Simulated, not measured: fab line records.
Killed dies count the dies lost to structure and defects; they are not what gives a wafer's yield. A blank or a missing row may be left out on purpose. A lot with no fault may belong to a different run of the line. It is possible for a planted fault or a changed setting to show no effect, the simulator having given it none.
8D (eight disciplines) problem report, filled in by code / flow sky130 / the parts of the form that need people (team, actions taken, sign-off) are left out

1. THE ISSUE
Mean LDD_HVP_TW at SKY_LDD_HVP_TW_MEAS_10: 766 over 9 wafers in 3 lots; fault-free wafers: 455, standard deviation 4.4. Measured from the usual mean, that is +71 standard deviations.
Earliest sighting: wafer L770.1 on film_metro-04 at day 28 07:03. At this step, 45 wafers from 15 lots have a number in the record. By rule, "out" or "out of limits" means more than 4 standard deviations away from the usual mean. Any other wafer with a number is counted as sound.

2. WHAT IT IS, WHAT IT ISN'T
question=which readings at this step; is=LDD_HVP_TW; is not=-
question=which lots; is=L770, L771, L772; is not=L753, L755, L756, L757, L758, L759, L760, L761, L762, L763, L764, L766
question=which wafers of those lots; is=all that have a number; is not=-
question=read on which gauges; is=film_metro-01, film_metro-02, film_metro-04; is not=-
question=when; is=from day 28 07:03; is not=up to then (36 sound wafers)

3. SUSPECTS, AND WHAT RULES EACH OUT
Counting: any tool at a process step up to the reading is kept as a suspect provided that every lot that is out went through it and no sound lot did after the first of them.
- ruled out: the gauge at SKY_LDD_HVP_TW_MEAS_10. The wafers that are out were read on 3 gauges (film_metro-01, film_metro-02, film_metro-04).
- implanter-04 at SKY_LDD_HVP_IMPLANT_08: kept. All lots that are out passed through it, beginning with L770 at day 28 06:48, and no sound lot followed; its final sound lot before that point was L766 at day 26 10:17. Out on those wafers are its own readings of dose_ions_cm2, faraday_current_uA.
The count leaves implanter-04 at SKY_LDD_HVP_IMPLANT_08.

4. THE CAUSE (what the simulator had put in)
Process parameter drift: implanter-04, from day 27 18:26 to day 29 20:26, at SKY_LDD_HVP_IMPLANT_08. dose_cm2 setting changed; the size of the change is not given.
Counting left only this tool.

5. THE EFFECT CHAIN, in route order
Rows list readings where the struck wafers' mean (over those with a number) sits beyond 3 standard deviations from the usual. Scope: only readings with a usual standard deviation given in the record; hours: median across lots of the time from each lot's start at the first step in this table that gives one to its start at this step; sigmas: change in usual standard deviations.
hours=0; step=SKY_LDD_HVP_IMPLANT_08; reading=dose_ions_cm2; usual=1.7e+13; on struck wafers=9.0e+13; change=+7.3e+13; sigmas=+99 or more
hours=0; step=SKY_LDD_HVP_IMPLANT_08; reading=faraday_current_uA; usual=95.7; on struck wafers=501.9; change=+406.2; sigmas=+99 or more
hours=0; step=SKY_LDD_HVP_TW_MEAS_10; reading=LDD_HVP_TW; usual=455; on struck wafers=766; change=+311; sigmas=+71
Here are the process steps it includes:
- SKY_LDD_HVP_IMPLANT_08

6. WHAT WOULD HAVE CAUGHT IT SOONER
Counted from the fault's start at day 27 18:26, it took 13 hours until the first out-of-limits reading at a measuring or inspecting step in this record, taken at day 28 07:03.
Tool's own readings at SKY_LDD_HVP_IMPLANT_08, dose_ions_cm2, faraday_current_uA: out on all struck wafers the step has rows for; an alarm limit on them would have tripped on the first.
Among the 3 lots that are out, L772, L771 began SKY_LDD_HVP_IMPLANT_08 on implanter-04 after day 28 07:03. A hold on the tool at that time would have spared those 2.
